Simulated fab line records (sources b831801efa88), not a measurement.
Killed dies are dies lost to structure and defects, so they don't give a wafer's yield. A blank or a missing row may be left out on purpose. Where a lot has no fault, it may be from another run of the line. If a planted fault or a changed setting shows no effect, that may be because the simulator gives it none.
What tool caused it? / flow gf180mcu / route of 602 steps, sampled at 1 step: 12 lots, 36 wafers

WHAT EACH GAUGE READ, for each wafer
GF_V2_OVL_MEAS_15.
lot=L075; measured=day 21 10:29; on=overlay-02; V2_OVL (nm)=4 6 4
lot=L077; measured=day 22 02:06; on=overlay-02; V2_OVL (nm)=2 2 2
lot=L079; measured=day 22 18:02; on=overlay-01; V2_OVL (nm)=3 -2 -4
lot=L081; measured=day 23 15:45; on=overlay-02; V2_OVL (nm)=11 6 11
lot=L083; measured=day 24 07:53; on=overlay-01; V2_OVL (nm)=2 7 2
lot=L085; measured=day 24 18:08; on=overlay-01; V2_OVL (nm)=0 6 6
lot=L087; measured=day 25 13:45; on=overlay-01; V2_OVL (nm)=4 -7 4
lot=L089; measured=day 26 04:49; on=overlay-02; V2_OVL (nm)=-2 -3 -9
lot=L091; measured=day 26 18:43; on=overlay-02; V2_OVL (nm)=-10 0 -5
lot=L093; measured=day 27 07:51; on=overlay-01; V2_OVL (nm)=4 -2 12
lot=L095; measured=day 28 00:23; on=overlay-02; V2_OVL (nm)=-6 -1 -3
lot=L097; measured=day 28 10:40; on=overlay-02; V2_OVL (nm)=-5 5 1

WHAT TOOL EACH LOT RAN ON (gives the tool, then ch and the chambers of the sampled wafers, and finally the start)
The record shows no process step preceding these readings.

THE ANSWER, worked out from the rows above alone
Rule: usual is defined by the lots themselves. Put in order of their means at a reading, lots are off if they are a third of the lots or fewer, leave a main group of 4 or more, and stand apart from it by a gap of 3 or more times the standard deviation of the main group's means; of several such gaps the widest counts. If all means in a main group match to the digits the tables above print for the reading, that group is not used. A lot without any number at a reading at which 4 lots or more have one is off too. All remaining lots with rows at the step are treated as sound.
No lot is off at any reading shown: from this, nothing can be told.

WHAT THE SIMULATOR HAD INSERTED
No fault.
